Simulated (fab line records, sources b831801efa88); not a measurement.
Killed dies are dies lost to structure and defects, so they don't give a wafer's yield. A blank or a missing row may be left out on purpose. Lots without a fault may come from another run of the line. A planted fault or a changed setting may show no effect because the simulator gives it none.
Chamber matching | flow gf180mcu | GF_V3_ETCH_16 on rie_diel-02: 4 sister chambers
The step etches BARC in N2/H2. 8 wafers are shown with their chamber, then 9 later ones without.

WAFERS WITH THEIR CHAMBER
wafer  | chamber | drypump_motor_current_A (A) | oes_product_au (a.u.)
L078.5 | 1       | 4.9                         | 0.850
L079.2 | 1       | 5.0                         | 0.856
L079.3 | 3       | 6.0                         | 0.858
L084.2 | 0       | 5.3                         | 0.860
L084.6 | 3       | 6.0                         | 0.860
L085.1 | 0       | 5.3                         | 0.855
L085.4 | 2       | 5.8                         | 0.856
L085.6 | 2       | 5.8                         | 0.854

WAFERS WITHOUT THEIR CHAMBER
wafer  | drypump_motor_current_A (A) | oes_product_au (a.u.)
L089.2 | 5.8                         | 0.855
L089.4 | 5.3                         | 0.851
L089.5 | 5.0                         | 0.858
L092.2 | 5.0                         | 0.854
L092.3 | 5.8                         | 0.856
L092.4 | 5.3                         | 0.859
L093.1 | 6.0                         | 0.855
L093.3 | 5.0                         | 0.851
L093.5 | 5.3                         | 0.856

WHICH CHAMBER EACH WENT THROUGH
wafer  | from the rows above | in truth
L089.2 | 2                   | 2
L089.4 | 0                   | 0
L089.5 | 1                   | 1
L092.2 | 1                   | 1
L092.3 | 2                   | 2
L092.4 | 0                   | 0
L093.1 | 3                   | 3
L093.3 | 1                   | 1
L093.5 | 0                   | 0
Placed correctly: 9 of 9. Can't be placed from these rows: 0. Placed wrongly: 0.
How it was worked out, from the rows above alone: a wafer's distance from a chamber is the root of the sum, over the readings, of the square of ((its reading less the chamber's mean) divided by the reading's scatter). The wafer belongs to the nearest chamber; if the next one is less than 2 further off, it can't be placed. A chamber's mean is the mean of its shown wafers. The scatter: the root of (the sum of the squares of (reading less its chamber's mean) over the shown wafers, divided by (wafers less chambers)).
